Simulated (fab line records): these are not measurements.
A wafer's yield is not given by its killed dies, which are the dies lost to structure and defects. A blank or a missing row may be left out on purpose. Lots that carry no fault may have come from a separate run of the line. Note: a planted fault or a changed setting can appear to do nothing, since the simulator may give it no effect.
What tool caused it? || flow gf180mcu || 11 lots with 33 wafers sampled at 6 steps, on a route of 602 steps

== WHAT EACH GAUGE READ, for each wafer ==
GF_VT_IMPLANT_TW_MEAS_43. Usual: VT_IMPLANT_4_TW 694, standard deviation 3.9.
{"lot": "L854", "measured": "day 7 16:04", "on": "film_metro-03", "VT_IMPLANT_4_TW": "698 702 696", "flag": ""}
{"lot": "L856", "measured": "day 8 10:52", "on": "film_metro-03", "VT_IMPLANT_4_TW": "695 694 693", "flag": ""}
{"lot": "L855", "measured": "day 8 11:32", "on": "film_metro-04", "VT_IMPLANT_4_TW": "683 680 685", "flag": ""}
{"lot": "L858", "measured": "day 8 18:38", "on": "film_metro-02", "VT_IMPLANT_4_TW": "691 694 696", "flag": ""}
{"lot": "L864", "measured": "day 10 02:22", "on": "film_metro-02", "VT_IMPLANT_4_TW": "701 697 694", "flag": ""}
{"lot": "L865", "measured": "day 10 10:11", "on": "film_metro-02", "VT_IMPLANT_4_TW": "31 31 31", "flag": "OFF"}
{"lot": "L869", "measured": "day 11 14:57", "on": "film_metro-02", "VT_IMPLANT_4_TW": "695 694 696", "flag": ""}
{"lot": "L872", "measured": "day 12 11:11", "on": "film_metro-02", "VT_IMPLANT_4_TW": "694 694 697", "flag": ""}
{"lot": "L875", "measured": "day 13 09:20", "on": "film_metro-02", "VT_IMPLANT_4_TW": "698 695 694", "flag": ""}
{"lot": "L876", "measured": "day 13 15:19", "on": "film_metro-02", "VT_IMPLANT_4_TW": "691 690 695", "flag": ""}
{"lot": "L877", "measured": "day 13 20:46", "on": "film_metro-03", "VT_IMPLANT_4_TW": "692 693 689", "flag": ""}

GF_POLY_GATE_THK_MEAS_17. Usual: POLY_GATE_OXIDATION_THK 3.99 nm, standard deviation 0.07.
{"lot": "L854", "measured": "day 9 08:43", "on": "film_metro-03", "POLY_GATE_OXIDATION_THK (nm)": "4.11 4.04 4.07", "flag": ""}
{"lot": "L856", "measured": "day 10 05:59", "on": "film_metro-03", "POLY_GATE_OXIDATION_THK (nm)": "3.88 3.91 3.92", "flag": ""}
{"lot": "L855", "measured": "day 10 04:44", "on": "film_metro-01", "POLY_GATE_OXIDATION_THK (nm)": "3.97 4.02 4.01", "flag": ""}
{"lot": "L858", "measured": "day 10 17:35", "on": "film_metro-02", "POLY_GATE_OXIDATION_THK (nm)": "4.01 3.96 3.99", "flag": ""}
{"lot": "L864", "measured": "day 11 22:40", "on": "film_metro-03", "POLY_GATE_OXIDATION_THK (nm)": "4.18 4.12 3.96", "flag": ""}
{"lot": "L869", "measured": "day 13 14:22", "on": "film_metro-02", "POLY_GATE_OXIDATION_THK (nm)": "4.01 4.05 4.04", "flag": ""}
{"lot": "L872", "measured": "day 14 14:57", "on": "film_metro-02", "POLY_GATE_OXIDATION_THK (nm)": "4.03 3.94 3.88", "flag": ""}
{"lot": "L875", "measured": "day 15 16:46", "on": "film_metro-03", "POLY_GATE_OXIDATION_THK (nm)": "3.95 3.93 3.99", "flag": ""}
{"lot": "L876", "measured": "day 15 17:49", "on": "film_metro-02", "POLY_GATE_OXIDATION_THK (nm)": "3.94 4.01 3.87", "flag": ""}
{"lot": "L877", "measured": "day 16 02:02", "on": "film_metro-01", "POLY_GATE_OXIDATION_THK (nm)": "3.87 4.00 3.93", "flag": ""}

GF_CONTACT_OVL_MEAS_15. Usual: CONTACT_OVL 4 nm, standard deviation 5.5.
{"lot": "L854", "measured": "day 16 02:22", "on": "overlay-02", "CONTACT_OVL (nm)": "-1 -5 -2", "flag": ""}
{"lot": "L856", "measured": "day 17 06:49", "on": "overlay-02", "CONTACT_OVL (nm)": "18 10 17", "flag": ""}
{"lot": "L855", "measured": "day 17 03:16", "on": "overlay-01", "CONTACT_OVL (nm)": "1 3 4", "flag": ""}
{"lot": "L858", "measured": "day 17 21:59", "on": "overlay-01", "CONTACT_OVL (nm)": "-3 -3 0", "flag": ""}
{"lot": "L864", "measured": "day 19 11:04", "on": "overlay-02", "CONTACT_OVL (nm)": "-5 5 4", "flag": ""}
{"lot": "L869", "measured": "day 21 09:25", "on": "overlay-01", "CONTACT_OVL (nm)": "-3 -2 -7", "flag": ""}
{"lot": "L872", "measured": "day 22 15:50", "on": "overlay-01", "CONTACT_OVL (nm)": "9 2 8", "flag": ""}
{"lot": "L875", "measured": "day 23 18:28", "on": "overlay-01", "CONTACT_OVL (nm)": "17 14 18", "flag": ""}
{"lot": "L876", "measured": "day 23 19:13", "on": "overlay-02", "CONTACT_OVL (nm)": "2 -2 2", "flag": ""}
{"lot": "L877", "measured": "day 24 02:09", "on": "overlay-01", "CONTACT_OVL (nm)": "7 3 4", "flag": ""}

== TOOL THAT RAN EACH LOT (tool first, then ch and the chambers of the sampled wafers, then the start) ==
{"lot": "L854", "GF_MVSD_STRIP_10": "plasma_asher-04 ch 0,1, day 4 14:00", "GF_VT_IMPLANT_STRIP_31": "plasma_asher-02 ch 0,1, day 7 00:26", "GF_VT_IMPLANT_STRIP_42": "plasma_asher-04 ch 0,1, day 7 15:58"}
{"lot": "L856", "GF_MVSD_STRIP_10": "plasma_asher-03 ch 0,1, day 5 06:34", "GF_VT_IMPLANT_STRIP_31": "plasma_asher-04 ch 0,1, day 7 18:52", "GF_VT_IMPLANT_STRIP_42": "plasma_asher-02 ch 0,1, day 8 10:46"}
{"lot": "L855", "GF_MVSD_STRIP_10": "plasma_asher-04 ch 0,1, day 5 06:55", "GF_VT_IMPLANT_STRIP_31": "plasma_asher-01 ch 0,1, day 7 19:14", "GF_VT_IMPLANT_STRIP_42": "plasma_asher-04 ch 0,1, day 8 11:26"}
{"lot": "L858", "GF_MVSD_STRIP_10": "plasma_asher-03 ch 0,1, day 5 13:21", "GF_VT_IMPLANT_STRIP_31": "plasma_asher-04 ch 1, day 8 01:32", "GF_VT_IMPLANT_STRIP_42": "plasma_asher-01 ch 0, day 8 18:32"}
{"lot": "L864", "GF_MVSD_STRIP_10": "plasma_asher-03 ch 0,1, day 6 17:43", "GF_VT_IMPLANT_STRIP_31": "plasma_asher-04 ch 0,1, day 9 09:35", "GF_VT_IMPLANT_STRIP_42": "plasma_asher-01 ch 0,1, day 10 02:16"}
{"lot": "L865", "GF_MVSD_STRIP_10": "plasma_asher-03 ch 0,1, day 7 00:27", "GF_VT_IMPLANT_STRIP_31": "plasma_asher-02 ch 0,1, day 9 16:38", "GF_VT_IMPLANT_STRIP_42": "plasma_asher-01 ch 0,1, day 10 10:05"}
{"lot": "L869", "GF_MVSD_STRIP_10": "plasma_asher-03 ch 0,1, day 8 00:55", "GF_VT_IMPLANT_STRIP_31": "plasma_asher-04 ch 1, day 10 20:13", "GF_VT_IMPLANT_STRIP_42": "plasma_asher-01 ch 0,1, day 11 14:50"}
{"lot": "L872", "GF_MVSD_STRIP_10": "plasma_asher-04 ch 0,1, day 8 18:25", "GF_VT_IMPLANT_STRIP_31": "plasma_asher-01 ch 0,1, day 11 16:49", "GF_VT_IMPLANT_STRIP_42": "plasma_asher-02 ch 0,1, day 12 11:04"}
{"lot": "L875", "GF_MVSD_STRIP_10": "plasma_asher-03 ch 0,1, day 9 12:22", "GF_VT_IMPLANT_STRIP_31": "plasma_asher-01 ch 0,1, day 12 13:34", "GF_VT_IMPLANT_STRIP_42": "plasma_asher-01 ch 0,1, day 13 09:13"}
{"lot": "L876", "GF_MVSD_STRIP_10": "plasma_asher-01 ch 0,1, day 9 17:04", "GF_VT_IMPLANT_STRIP_31": "plasma_asher-02 ch 0,1, day 12 18:37", "GF_VT_IMPLANT_STRIP_42": "plasma_asher-02 ch 0,1, day 13 15:13"}
{"lot": "L877", "GF_MVSD_STRIP_10": "plasma_asher-03 ch 0, day 9 22:34", "GF_VT_IMPLANT_STRIP_31": "plasma_asher-02 ch 0,1, day 13 00:55", "GF_VT_IMPLANT_STRIP_42": "plasma_asher-01 ch 0,1, day 13 20:40"}
- GF_MVSD_STRIP_10: strips in O2/N2.
- GF_VT_IMPLANT_STRIP_31: strips in O2/N2.
- GF_VT_IMPLANT_STRIP_42: strips in O2/N2.

== WHAT THE TOOLS THEMSELVES READ (means of the sampled wafers that have a number; where no wafer has one, the mark that the record gives instead) ==
GF_MVSD_STRIP_10. Usual: drypump_motor_current_A 5.7 A, standard deviation 0.51; heater_power_w 348 W, standard deviation 17; oes_product_au 0.723 a.u., standard deviation 0.0046; strip_time_to_endpoint_s 36.94 s, standard deviation 0.09.
{"lot": "L854", "tool": "plasma_asher-04", "drypump_motor_current_A (A)": 5.6, "heater_power_w (W)": 350, "oes_product_au (a.u.)": 0.720, "strip_time_to_endpoint_s (s)": 37.01, "flag": ""}
{"lot": "L856", "tool": "plasma_asher-03", "drypump_motor_current_A (A)": 5.6, "heater_power_w (W)": 348, "oes_product_au (a.u.)": 0.716, "strip_time_to_endpoint_s (s)": 37.02, "flag": ""}
{"lot": "L855", "tool": "plasma_asher-04", "drypump_motor_current_A (A)": 5.6, "heater_power_w (W)": 350, "oes_product_au (a.u.)": 0.722, "strip_time_to_endpoint_s (s)": 36.92, "flag": ""}
{"lot": "L858", "tool": "plasma_asher-03", "drypump_motor_current_A (A)": 5.6, "heater_power_w (W)": 354, "oes_product_au (a.u.)": 0.727, "strip_time_to_endpoint_s (s)": 36.93, "flag": ""}
{"lot": "L864", "tool": "plasma_asher-03", "drypump_motor_current_A (A)": 6.0, "heater_power_w (W)": 339, "oes_product_au (a.u.)": 0.722, "strip_time_to_endpoint_s (s)": 36.90, "flag": ""}
{"lot": "L865", "tool": "plasma_asher-03", "drypump_motor_current_A (A)": 5.6, "heater_power_w (W)": 353, "oes_product_au (a.u.)": 0.723, "strip_time_to_endpoint_s (s)": 37.00, "flag": ""}
{"lot": "L869", "tool": "plasma_asher-03", "drypump_motor_current_A (A)": 5.6, "heater_power_w (W)": 354, "oes_product_au (a.u.)": 0.716, "strip_time_to_endpoint_s (s)": 36.80, "flag": ""}
{"lot": "L872", "tool": "plasma_asher-04", "drypump_motor_current_A (A)": 5.6, "heater_power_w (W)": 362, "oes_product_au (a.u.)": 0.726, "strip_time_to_endpoint_s (s)": 36.88, "flag": ""}
{"lot": "L875", "tool": "plasma_asher-03", "drypump_motor_current_A (A)": 5.6, "heater_power_w (W)": 355, "oes_product_au (a.u.)": 0.724, "strip_time_to_endpoint_s (s)": 36.96, "flag": ""}
{"lot": "L876", "tool": "plasma_asher-01", "drypump_motor_current_A (A)": 5.5, "heater_power_w (W)": 356, "oes_product_au (a.u.)": 0.716, "strip_time_to_endpoint_s (s)": 36.99, "flag": ""}
{"lot": "L877", "tool": "plasma_asher-03", "drypump_motor_current_A (A)": 5.2, "heater_power_w (W)": 355, "oes_product_au (a.u.)": 0.721, "strip_time_to_endpoint_s (s)": 36.96, "flag": ""}

GF_VT_IMPLANT_STRIP_31. Usual: drypump_motor_current_A 5.49 A, standard deviation 0.23; heater_power_w 340 W, standard deviation 29; oes_product_au 0.716 a.u., standard deviation 0.0044; strip_time_to_endpoint_s 12.62 s, standard deviation 0.036.
{"lot": "L854", "tool": "plasma_asher-02", "drypump_motor_current_A (A)": 5.43, "heater_power_w (W)": 331, "oes_product_au (a.u.)": 0.715, "strip_time_to_endpoint_s (s)": 12.61, "flag": ""}
{"lot": "L856", "tool": "plasma_asher-04", "drypump_motor_current_A (A)": 5.58, "heater_power_w (W)": 351, "oes_product_au (a.u.)": 0.716, "strip_time_to_endpoint_s (s)": 12.66, "flag": ""}
{"lot": "L855", "tool": "plasma_asher-01", "drypump_motor_current_A (A)": 5.50, "heater_power_w (W)": 356, "oes_product_au (a.u.)": 0.720, "strip_time_to_endpoint_s (s)": 12.60, "flag": ""}
{"lot": "L858", "tool": "plasma_asher-04", "drypump_motor_current_A (A)": 5.75, "heater_power_w (W)": 369, "oes_product_au (a.u.)": 0.716, "strip_time_to_endpoint_s (s)": 12.62, "flag": ""}
{"lot": "L864", "tool": "plasma_asher-04", "drypump_motor_current_A (A)": 5.59, "heater_power_w (W)": 343, "oes_product_au (a.u.)": 0.711, "strip_time_to_endpoint_s (s)": 12.62, "flag": ""}
{"lot": "L865", "tool": "plasma_asher-02", "drypump_motor_current_A (A)": 5.43, "heater_power_w (W)": 327, "oes_product_au (a.u.)": 0.951, "strip_time_to_endpoint_s (s)": "-", "flag": "OFF"}
{"lot": "L869", "tool": "plasma_asher-04", "drypump_motor_current_A (A)": 5.75, "heater_power_w (W)": 373, "oes_product_au (a.u.)": 0.719, "strip_time_to_endpoint_s (s)": 12.65, "flag": ""}
{"lot": "L872", "tool": "plasma_asher-01", "drypump_motor_current_A (A)": 5.52, "heater_power_w (W)": 348, "oes_product_au (a.u.)": 0.712, "strip_time_to_endpoint_s (s)": 12.62, "flag": ""}
{"lot": "L875", "tool": "plasma_asher-01", "drypump_motor_current_A (A)": 5.31, "heater_power_w (W)": 336, "oes_product_au (a.u.)": 0.715, "strip_time_to_endpoint_s (s)": 12.59, "flag": ""}
{"lot": "L876", "tool": "plasma_asher-02", "drypump_motor_current_A (A)": 5.43, "heater_power_w (W)": 330, "oes_product_au (a.u.)": 0.714, "strip_time_to_endpoint_s (s)": 12.64, "flag": ""}
{"lot": "L877", "tool": "plasma_asher-02", "drypump_motor_current_A (A)": 5.42, "heater_power_w (W)": 329, "oes_product_au (a.u.)": 0.716, "strip_time_to_endpoint_s (s)": 12.57, "flag": ""}

GF_VT_IMPLANT_STRIP_42. Usual: drypump_motor_current_A 5.45 A, standard deviation 0.24; heater_power_w 338 W, standard deviation 30; oes_product_au 0.716 a.u., standard deviation 0.0047; strip_time_to_endpoint_s 12.62 s, standard deviation 0.038.
{"lot": "L854", "tool": "plasma_asher-04", "drypump_motor_current_A (A)": 5.58, "heater_power_w (W)": 347, "oes_product_au (a.u.)": 0.717, "strip_time_to_endpoint_s (s)": 12.63, "flag": ""}
{"lot": "L856", "tool": "plasma_asher-02", "drypump_motor_current_A (A)": 5.42, "heater_power_w (W)": 333, "oes_product_au (a.u.)": 0.714, "strip_time_to_endpoint_s (s)": 12.61, "flag": ""}
{"lot": "L855", "tool": "plasma_asher-04", "drypump_motor_current_A (A)": 5.68, "heater_power_w (W)": 356, "oes_product_au (a.u.)": 0.713, "strip_time_to_endpoint_s (s)": 12.66, "flag": ""}
{"lot": "L858", "tool": "plasma_asher-01", "drypump_motor_current_A (A)": 5.74, "heater_power_w (W)": 368, "oes_product_au (a.u.)": 0.712, "strip_time_to_endpoint_s (s)": 12.58, "flag": ""}
{"lot": "L864", "tool": "plasma_asher-01", "drypump_motor_current_A (A)": 5.52, "heater_power_w (W)": 354, "oes_product_au (a.u.)": 0.713, "strip_time_to_endpoint_s (s)": 12.63, "flag": ""}
{"lot": "L865", "tool": "plasma_asher-01", "drypump_motor_current_A (A)": 5.52, "heater_power_w (W)": 360, "oes_product_au (a.u.)": 0.710, "strip_time_to_endpoint_s (s)": 15.57, "flag": "OFF"}
{"lot": "L869", "tool": "plasma_asher-01", "drypump_motor_current_A (A)": 5.30, "heater_power_w (W)": 340, "oes_product_au (a.u.)": 0.719, "strip_time_to_endpoint_s (s)": 12.70, "flag": ""}
{"lot": "L872", "tool": "plasma_asher-02", "drypump_motor_current_A (A)": 5.44, "heater_power_w (W)": 327, "oes_product_au (a.u.)": 0.722, "strip_time_to_endpoint_s (s)": 12.64, "flag": ""}
{"lot": "L875", "tool": "plasma_asher-01", "drypump_motor_current_A (A)": 5.51, "heater_power_w (W)": 359, "oes_product_au (a.u.)": 0.717, "strip_time_to_endpoint_s (s)": 12.58, "flag": ""}
{"lot": "L876", "tool": "plasma_asher-02", "drypump_motor_current_A (A)": 5.42, "heater_power_w (W)": 337, "oes_product_au (a.u.)": 0.714, "strip_time_to_endpoint_s (s)": 12.68, "flag": ""}
{"lot": "L877", "tool": "plasma_asher-01", "drypump_motor_current_A (A)": 5.30, "heater_power_w (W)": 336, "oes_product_au (a.u.)": 0.718, "strip_time_to_endpoint_s (s)": 12.63, "flag": ""}

== THE ANSWER, worked out from the rows above alone ==
Rule: lot off if the mean of its wafers having a number is beyond 3 standard deviations from the usual mean. Also off: a lot with no number at a reading for which 4 or more lots have one. Any other lot the step has rows for is counted as sound. First the gauges in route order, then the tools' own readings, where a lot's mean is used as printed above. The first step at which some lot is off is used, and at that step the reading that is off furthest; a lot without a number counts as furthest.
Off: at GF_VT_IMPLANT_TW_MEAS_43 (VT_IMPLANT_4_TW), L865.
A tool fits if, at a process step before that reading, it ran every lot that is off, and no sound lot after the first of them. Not tried: the gauges at GF_VT_IMPLANT_TW_MEAS_43; whatever is off there is also off at GF_VT_IMPLANT_STRIP_31, on other tools, and gauge error can't account for it. No candidate that was tried fits.

== WHAT THE SIMULATOR PUT IN ==
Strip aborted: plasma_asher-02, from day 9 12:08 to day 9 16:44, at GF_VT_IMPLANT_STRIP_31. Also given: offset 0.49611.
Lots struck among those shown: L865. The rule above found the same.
